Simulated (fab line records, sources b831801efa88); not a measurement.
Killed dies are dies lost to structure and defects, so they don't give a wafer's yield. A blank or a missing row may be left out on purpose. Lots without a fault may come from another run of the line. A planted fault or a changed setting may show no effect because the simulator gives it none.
Problem report in the 8D (eight disciplines) form, filled by code | flow sfq_line | the parts of the form that need people (team, actions taken, sign-off) are left out

1. THE PROBLEM
oes_product_au at SFQ_TRILAYER_C5_ETCH_VIA_ETCH_154 reads a mean of 0.993 a.u. on 3 wafers of 2 lots; wafers without a fault read 0.896 a.u. with a standard deviation of 0.0077. That is +13 standard deviations from the usual mean.
The step: etches SiO2 in CHF3, stops on Nb, target depth 84 nm.
First seen on wafer L402.4, day 78 11:53, on rie_diel-02. The record holds 41 wafers of 14 lots with a number at this step. Rule for "out", or "out of limits": more than 4 standard deviations from the usual mean. The other wafers with a number count as sound.

2. WHAT IT IS AND WHAT IT IS NOT
question                    | is                       | is not
which readings at this step | oes_product_au           | chamber_pressure_mTorr, drypump_motor_current_A
which lots                  | L402, L404               | L390, L391, L392, L393, L394, L395, L396, L405, L406, L408, L409, L412
which wafers of those lots  | L402.4, L402.5, L404.5   | L404.3, L404.6
read on which tools         | rie_diel-02, rie_diel-03 | rie_diel-01
when                        | from day 78 11:53        | up to then (21 sound wafers); but 17 sound wafers of L404, L405, L406, L408, L409, L412 came after

3. SUSPECTS, AND WHAT RULES EACH OUT
Counting: a tool at a process step up to the reading stays a suspect if it ran every lot that is out. Sound lots after the first of them don't rule it out here, since some wafers of a struck lot are sound.
- pecvd-03 at SFQ_TRILAYER_A5C_DEP_PECVD_142 (deposits SiO2 from SiH4/N2O, time 15.556 s, target thk 70 nm): kept. It ran every lot that is out, first L402 (day 74 19:38); its last sound lot up to then is L395 (day 71 05:56).
Left after counting: pecvd-03 at SFQ_TRILAYER_A5C_DEP_PECVD_142.

4. THE CAUSE (what the simulator had put in)
Process parameter drift: pecvd-03, from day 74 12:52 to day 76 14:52, at SFQ_TRILAYER_A5C_DEP_PECVD_142. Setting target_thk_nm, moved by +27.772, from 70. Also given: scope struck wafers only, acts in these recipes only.
Counting left only this tool.

5. THE CHAIN OF EFFECTS, in route order
Each row: a reading whose mean over the struck wafers that have a number lies more than 3 standard deviations from the usual. Only readings for which the record gives a usual standard deviation are gone through. hours: the time from each lot's start at the first step in this table that gives one to its start at this step, as a median over the lots. sigmas: the change in usual standard deviations.
hours | step                              | reading        | usual      | on struck wafers | change | sigmas
0     | SFQ_TRILAYER_C5_ETCH_VIA_ETCH_154 | oes_product_au | 0.896 a.u. | 0.993            | +0.097 | +13
The process steps in it:
- SFQ_TRILAYER_C5_ETCH_VIA_ETCH_154: etches SiO2 in CHF3, stops on Nb, target depth 84 nm.

6. WHAT WOULD HAVE CAUGHT IT SOONER
In this record the first reading out of limits was taken at day 78 11:53, 95 hours after the fault began at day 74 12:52.
Of the tool readings at SFQ_TRILAYER_A5C_DEP_PECVD_142 for which the record gives a usual standard deviation, none was out on any struck wafer, so an alarm limit of 4 standard deviations on them would not have fired.
All the lots that are out (2) had begun SFQ_TRILAYER_A5C_DEP_PECVD_142 on pecvd-03 by day 78 11:53. A hold on the tool at that time would have spared none of them.
